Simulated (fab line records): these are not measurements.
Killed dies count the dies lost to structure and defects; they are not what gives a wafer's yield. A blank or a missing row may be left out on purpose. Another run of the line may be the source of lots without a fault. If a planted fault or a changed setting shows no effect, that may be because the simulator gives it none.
One fault through the eyes of 2 desks :: flow gf180mcu :: every desk sees just its own numbers, and what lay behind them comes last

## DESK OF THE TOOL OWNER: pvd-sputter-02
The tool's own readings at GF_SALICIDE_SPUTTER_02 (material Co, target thk 10 nm, time 20 s): means of the sampled wafers that have a number, for each lot that ran on this tool. Any lot whose mean is over 4 standard deviations away from the usual mean is out of limits and marked OUT; that distance is given in the brackets.
Columns: A = chamber-pressure-pa at GF_SALICIDE_SPUTTER_02, usual 0.4000 Pa; B = throttle-valve-pct at GF_SALICIDE_SPUTTER_02, usual 30.1 %
lot: L247
first seen here: day 15 06:19
A: 0.4002
B: 29.4

lot: L252
first seen here: day 17 00:51
A: 0.4001
B: 29.8

lot: L253
first seen here: day 17 11:05
A: 0.4004
B: 29.5

lot: L256
first seen here: day 18 06:40
A: 0.3999
B: 29.6

lot: L257
first seen here: day 18 17:50
A: 0.3990
B: 29.8

lot: L259
first seen here: day 19 14:32
A: 0.3996
B: 29.3

lot: L268
first seen here: day 22 13:23
A: 0.4000
B: 29.9

lot: L270
first seen here: day 23 09:03
A: 0.4005
B: 29.0
Finding of this desk: none of the 8 lots has anything out of limits.

## METROLOGY DESK
What the gauges read for every lot (on any tool): the sampled wafers with a number, averaged. Any lot whose mean is over 4 standard deviations away from the usual mean is out of limits and marked OUT; that distance is given in the brackets.
Columns: A = SALICIDE_TIN_RS at GF_SALICIDE_RS_MEAS_04, usual 16.5 ohm/sq; B = cd-nm at GF_CONTACT_CD_MEAS_14, usual 219.7 nm; C = M1_OVL at GF_M1_OVL_MEAS_15, usual -2 nm; D = V1_CVD_00_THK at GF_V1_THK_MEAS_01, usual 614 nm
lot: L247
first seen here: day 15 06:23
A: 16.6
B: 220.8
C: -8
D: 619

lot: L248
first seen here: day 15 13:30
A: 16.3
B: 218.5
C: -1
D: 623

lot: L252
first seen here: day 17 00:54
A: 16.2
B: 221.2
C: -3
D: 612

lot: L253
first seen here: day 17 11:09
A: 16.4
B: 218.5
C: -6
D: 610

lot: L256
first seen here: day 18 06:44
A: 16.6
B: 218.4
C: 4
D: 616

lot: L257
first seen here: day 18 17:56
A: 18.3 (+5.5) OUT
B: 217.3
C: 8
D: 621

lot: L259
first seen here: day 19 14:40
A: 18.1 (+4.7) OUT
B: 219.9
C: 6
D: 619

lot: L262
first seen here: day 20 13:52
A: 16.6
B: 219.3
C: -7
D: 618

lot: L263
first seen here: day 21 01:37
A: 16.3
B: 221.0
C: 0
D: 621

lot: L266
first seen here: day 22 07:57
A: 16.4
B: 221.1
C: 8
D: 615

lot: L267
first seen here: day 22 08:23
A: 16.6
B: 220.6
C: 2
D: 618

lot: L268
first seen here: day 22 13:27
A: 16.4
B: 219.7
C: -5
D: 610

lot: L269
first seen here: day 23 00:33
A: 16.1
B: 218.4
C: 4
D: 607

lot: L270
first seen here: day 23 09:06
A: 16.8
B: 220.4
C: -5
D: 603
This desk reports L257, L259 out of limits; the earliest was L257 at day 18 17:56 (SALICIDE_TIN_RS at GF_SALICIDE_RS_MEAS_04). Within limits: L247, L248, L252, L253, L256, L262, L263, L266, L267, L268, L269, L270.

## TAKEN TOGETHER
An alarm was possible from the metrology desk at day 18 17:56, on L257, L259.
The tool owner's desk saw nothing out of limits.
Tool owner's desk: L257, L259 on record, inside its limits.
All the named lots went through GF_SALICIDE_SPUTTER_02 on pvd-sputter-02.

## WHAT WAS PUT IN BY THE SIMULATOR
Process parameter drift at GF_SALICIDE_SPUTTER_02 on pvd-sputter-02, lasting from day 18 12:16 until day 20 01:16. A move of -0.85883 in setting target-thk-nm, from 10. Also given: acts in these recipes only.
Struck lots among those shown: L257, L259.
Time in hours between the start of the fault and the first out-of-limits reading at each desk: metrology desk, 6.
